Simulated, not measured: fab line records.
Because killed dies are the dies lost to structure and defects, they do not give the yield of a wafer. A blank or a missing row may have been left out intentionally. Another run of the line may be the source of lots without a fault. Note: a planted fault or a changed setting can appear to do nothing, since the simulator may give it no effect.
A struck lot beside a sound one :: flow gf180mcu :: 15 out of 602 route steps
Sound: wafers L418.3, L418.4, L418.5. Wafers L423.2, L423.3, L423.5 were the ones struck. Last of all comes the cause.
For every step that has rows: the tool of each side, followed by ch and its chambers, followed by its first start. Under that, the readings that differ: sound wafers :: struck wafers :: difference of the means :: sigmas: that difference in standard deviations of wafers without a fault.
alike: words and numbers the same on both sides, and readings whose means are apart by under 2 such deviations; not compared: readings that were withheld, readings missing a value for some wafer, numbers with overlapping values and no deviation given by the record, and bounds like >300 which may hide the same value.
A row with sigmas, a row that says differs or no value, or rows on one side alone: a step with any of these is where the two part. Numbers that have no deviation but don't overlap get no sigmas and don't part them. A reading missing from all wafers of one side parts the sides only when that side holds two or more wafers.

GF_V3_CMP_26: polishes, stops on SiO2, t overpolish 15 s, target thk 0 nm.
  sound on cmp-01 ch 0,1,3, day 23 03:50; struck on cmp-02 ch 0,2,3, day 24 23:04
  alike: motor current A, overpolish run s, time to endpoint s
GF_M4_SPUTTER_00: material Ti, target thk 37.5 nm, time 150 s.
  sound on pvd sputter-01 at day 23 04:05; struck on pvd sputter-01 at day 24 23:16
  alike: throttle valve pct
GF_M4_SPUTTER_01: material TiN, target thk 30 nm, time 25 s.
  sound on pvd sputter-01 at day 23 04:11; struck on pvd sputter-01 at day 24 23:22
  alike: throttle valve pct
then, 1 step without rows for these wafers: GF_M4_SPUTTER_02 (material AlCu, target thk 450 nm, time 23.9 s).
GF_M4_SPUTTER_03: material Ti, target thk 10 nm, time 6.7 s.
  sound on pvd sputter-01 at day 23 04:14; struck on pvd sputter-01 at day 24 23:25
  alike: throttle valve pct
GF_M4_SPUTTER_04: material TiN, target thk 50 nm, time 41.7 s.
  sound on pvd sputter-01 at day 23 04:16; struck on pvd sputter-01 at day 24 23:26
  alike: throttle valve pct
GF_M4_RS_MEAS_05: a four-point-probe measurement.
  sound on film metro-02 at day 23 04:20; struck on film metro-03 at day 24 23:30
reading: M4_ALCU_RS (ohm/sq)
sound: 0.0705 0.0703 0.0707
struck: 0.0686 0.0679 0.0684
difference: -0.0022
sigmas: -3
GF_M4_THK_MEAS_06: measures by xrf.
  sound on film metro-02 at day 23 04:26; struck on film metro-03 at day 24 23:37
reading: M4_ALCU_THK (nm)
sound: 430 434 428
struck: 446 451 447
difference: +17
sigmas: +3
then, 4 steps without rows for these wafers: GF_M4_DEHYDRATE_07 (time 60 s); GF_M4_HMDS_08 (prime time 60 s); GF_M4_COAT_09 (resist thk 1000 nm); GF_M4_SOFTBAKE_10 (time 60 s).
GF_M4_EXPOSE_11: exposes mask Metal4, target cd 280 nm.
  sound on krf scanner-02 ch 0, day 23 16:26; struck on krf scanner-01 ch 0, day 25 10:14
reading: exposure dose mJ cm2
sound: 28.011 27.986 27.985
struck: 28.536 28.593 28.530
difference: +0.559
sigmas: +22
  alike: mask
then, 2 steps without rows for these wafers: GF_M4_PEB_12 (peb time 90 s); GF_PASSIVATION_PROBE_99.

WHERE THEY PART
Earliest at GF_M4_RS_MEAS_05; latest, in this record, at GF_M4_EXPOSE_11.

WHY: whatever the simulator had introduced
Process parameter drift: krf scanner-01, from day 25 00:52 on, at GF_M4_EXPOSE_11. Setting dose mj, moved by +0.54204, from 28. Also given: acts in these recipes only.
